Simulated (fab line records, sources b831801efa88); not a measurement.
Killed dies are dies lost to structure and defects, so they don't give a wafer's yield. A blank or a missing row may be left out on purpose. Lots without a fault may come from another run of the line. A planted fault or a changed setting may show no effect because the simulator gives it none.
Chamber matching | flow gf180mcu | GF_MIM_CVD_05 on pecvd-01: 3 sister chambers
The step deposits Si3N4, target thk 42 nm, time 29.086 s. 14 wafers are shown with their chamber, then 7 later ones without.

WAFERS WITH THEIR CHAMBER
wafer  | chamber | heater_power_w (W)
L074.1 | 1       | 686
L074.2 | 0       | 524
L074.6 | 0       | 541
L075.1 | 0       | 475
L075.2 | 2       | 695
L075.3 | 1       | 655
L076.1 | 1       | 674
L076.2 | 0       | 505
L076.3 | 2       | 714
L076.4 | 0       | 531
L076.5 | 1       | 690
L076.6 | 2       | 743
L078.1 | 1       | 747
L078.3 | 2       | 672

SIGNATURES (means of the wafers above)
reading        | chamber 0 | chamber 1 | chamber 2 | scatter within a chamber
heater_power_w | 515.20    | 690.40    | 706.00    | 30.4
Rule: a wafer's distance from a chamber is the root of the sum, over the readings, of the square of ((its reading less the chamber's mean) divided by the reading's scatter). The wafer belongs to the nearest chamber; if the next one is less than 2 further off, it can't be placed. The scatter: the root of (the sum of the squares of (reading less its chamber's mean) over the shown wafers, divided by (wafers less chambers)).

WAFERS WITHOUT THEIR CHAMBER
wafer  | heater_power_w (W)
L078.4 | 512
L087.4 | 804
L087.5 | 787
L087.6 | 529
L088.2 | 700
L088.4 | 459
L088.5 | 712

WHICH CHAMBER EACH WENT THROUGH
wafer  | from the rows above     | in truth
L078.4 | 0                       | 0
L087.4 | can't be placed: 2 or 1 | 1
L087.5 | can't be placed: 2 or 1 | 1
L087.6 | 0                       | 0
L088.2 | can't be placed: 2 or 1 | 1
L088.4 | 0                       | 0
L088.5 | can't be placed: 2 or 1 | 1
Placed correctly: 3 of 7. Can't be placed from these rows: 4 (the true chamber is among the candidates in 4). Placed wrongly: 0.
